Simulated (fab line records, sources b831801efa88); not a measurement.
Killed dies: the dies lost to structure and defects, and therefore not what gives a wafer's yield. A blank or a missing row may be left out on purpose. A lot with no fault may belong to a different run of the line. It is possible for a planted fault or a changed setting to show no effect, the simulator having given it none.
Which tool was responsible? | flow sky130 | 39 wafers from 13 lots sampled at 4 of the route's 708 steps

WHAT THE GAUGES READ, wafer by wafer
SKY_VT_ADJUST_HVTP_TW_MEAS_11.
lot  | measured     | on           | VT_ADJUST_HVTP_TW
L120 | day 6 05:18  | filmMetro-02 | 1334 1334 1340
L121 | day 6 12:50  | filmMetro-03 | 1355 1353 1351
L122 | day 6 17:08  | filmMetro-01 | 1364 1361 1362
L123 | day 6 23:56  | filmMetro-03 | 1361 1358 1362
L124 | day 7 12:05  | filmMetro-02 | 1357 1345 1345
L129 | day 9 02:29  | filmMetro-02 | 1346 1342 1348
L133 | day 9 19:59  | filmMetro-03 | 1344 1352 1353
L134 | day 10 03:50 | filmMetro-02 | 1347 1356 1346
L135 | day 10 07:57 | filmMetro-01 | 1372 1365 1361
L136 | day 10 18:05 | filmMetro-03 | 1350 1343 1351
L139 | day 11 12:42 | filmMetro-03 | 1357 1345 1353
L140 | day 11 15:25 | filmMetro-01 | 1375 1364 1368
L141 | day 11 19:53 | filmMetro-02 | 1341 1337 1341

SKY_SD_N_OVL_MEAS_08.
lot  | measured     | on         | SD_N_OVL (nm)
L120 | day 27 22:50 | overlay-01 | -4.0 -3.0 -2.8
L121 | day 28 11:32 | overlay-01 | -1.4 -0.8 -1.9
L122 | day 28 21:43 | overlay-02 | -1.7 -2.8 -1.3
L123 | day 28 22:23 | overlay-01 | -1.0 -4.4 -1.4
L124 | day 30 00:40 | overlay-02 | 1.9 2.2 -0.4
L129 | day 31 17:47 | overlay-01 | -1.4 0.4 -1.7
L133 | day 32 18:26 | overlay-02 | 0.0 0.6 -0.5
L134 | day 33 01:41 | overlay-02 | -1.7 -1.6 -1.4
L135 | day 33 09:23 | overlay-02 | -2.7 -1.1 -2.1
L136 | day 33 16:20 | overlay-02 | 1.3 0.9 2.0
L139 | day 34 16:57 | overlay-01 | -1.5 -1.3 -1.4
L140 | day 34 19:01 | overlay-01 | -1.9 -2.8 -2.1
L141 | day 34 23:32 | overlay-01 | -0.1 0.4 0.0

SKY_SD_N_RS_MEAS_18: measures by four-point-probe.
lot  | measured     | on           | RES_XHIGH_RS (ohm/sq)
L120 | day 27 23:50 | filmMetro-03 | 333.6 334.8 333.1
L121 | day 28 12:29 | filmMetro-02 | 332.7 333.2 333.3
L122 | day 28 22:43 | filmMetro-02 | 332.2 331.0 332.4
L123 | day 28 23:22 | filmMetro-02 | 332.6 333.5 332.9
L124 | day 30 01:38 | filmMetro-01 | 335.6 334.4 333.9
L129 | day 31 18:44 | filmMetro-01 | 334.3 334.0 334.3
L133 | day 32 19:26 | filmMetro-02 | 333.5 333.3 331.7
L134 | day 33 02:41 | filmMetro-01 | 332.8 333.8 332.6
L135 | day 33 10:25 | filmMetro-03 | 335.2 334.6 334.5
L136 | day 33 17:17 | filmMetro-02 | 332.7 333.6 331.8
L139 | day 34 17:57 | filmMetro-01 | 332.0 331.7 333.4
L140 | day 34 19:58 | filmMetro-02 | 333.2 333.5 331.9
L141 | day 35 00:31 | filmMetro-02 | 331.4 333.0 331.6

WHICH TOOL RAN EACH LOT (tool, then ch and the chambers of the sampled wafers, then the start)
lot  | SKY_SONOS_TUNNEL_IMPLANT_09
L120 | implanter-02 ch 0, day 11 10:22
L121 | implanter-03 ch 0, day 11 21:22
L122 | implanter-03 ch 0, day 12 04:02
L123 | implanter-02 ch 0, day 12 09:47
L124 | implanter-03 ch 0, day 13 04:41
L129 | implanter-03 ch 0, day 15 02:04
L133 | implanter-03 ch 0, day 16 02:40
L134 | implanter-01 ch 0, day 16 11:59
L135 | implanter-02 ch 0, day 16 16:57
L136 | implanter-01 ch 0, day 17 05:17
L139 | implanter-03 ch 0, day 18 05:21
L140 | implanter-03 ch 0, day 18 07:37
L141 | implanter-03 ch 0, day 18 14:38
- SKY_SONOS_TUNNEL_IMPLANT_09

WHAT THE TOOLS THEMSELVES READ (means of the sampled wafers that have a number; where no wafer has one, the mark that the record gives instead)
SKY_SONOS_TUNNEL_IMPLANT_09.
lot  | tool         | beamEnergyKeV | doseIonsCm2 | endStationPressureTorr (Torr)
L120 | implanter-02 | 20.006        | 1.0002e+12  | 5e-06
L121 | implanter-03 | 19.994        | 1.0005e+12  | 5e-06
L122 | implanter-03 | 19.996        | 1.0000e+12  | 5e-06
L123 | implanter-02 | 20.000        | 1.0011e+12  | 5e-06
L124 | implanter-03 | 20.009        | 1.0005e+12  | 5e-06
L129 | implanter-03 | 18.676        | 1.0017e+12  | 5e-06
L133 | implanter-03 | 18.674        | 9.9967e+11  | 5e-06
L134 | implanter-01 | 19.998        | 9.9903e+11  | 5e-06
L135 | implanter-02 | 19.998        | 1.0001e+12  | 5e-06
L136 | implanter-01 | 20.002        | 9.9737e+11  | 5e-06
L139 | implanter-03 | 19.995        | 1.0013e+12  | 5e-06
L140 | implanter-03 | 19.994        | 1.0003e+12  | 5e-06
L141 | implanter-03 | 19.998        | 9.9980e+11  | 5e-06

THE ANSWER, worked out from the rows above alone
Rule: the lots themselves supply what counts as usual. The widest of any qualifying gaps counts: lots, ordered by their means at a reading, are off when they make up no more than a third of the lots, leave a main group of 4 or more, and stand apart from it by 3 or more times the standard deviation of that group's means. A main group is skipped when, at the precision printed for the reading in the tables above, its means are all equal. Also off: a lot with no number at a reading for which 4 or more lots have one. The other lots that the step has rows for count as sound. The gauges are gone through in route order, then the tools' own readings, and for those a lot's mean is taken as printed above. The first step at which some lot is off is used, and at that step the reading that is off furthest; a lot without a number counts as furthest.
Off at SKY_SONOS_TUNNEL_IMPLANT_09 (beamEnergyKeV): L129, L133. For the main group the mean is 19.999 and the standard deviation 0.0046.
If a tool, at that step or one of the process steps before it, ran each lot that is off and ran no sound lot following the first of them, it fits. No candidate that was tried fits.

WHAT THE SIMULATOR PUT IN
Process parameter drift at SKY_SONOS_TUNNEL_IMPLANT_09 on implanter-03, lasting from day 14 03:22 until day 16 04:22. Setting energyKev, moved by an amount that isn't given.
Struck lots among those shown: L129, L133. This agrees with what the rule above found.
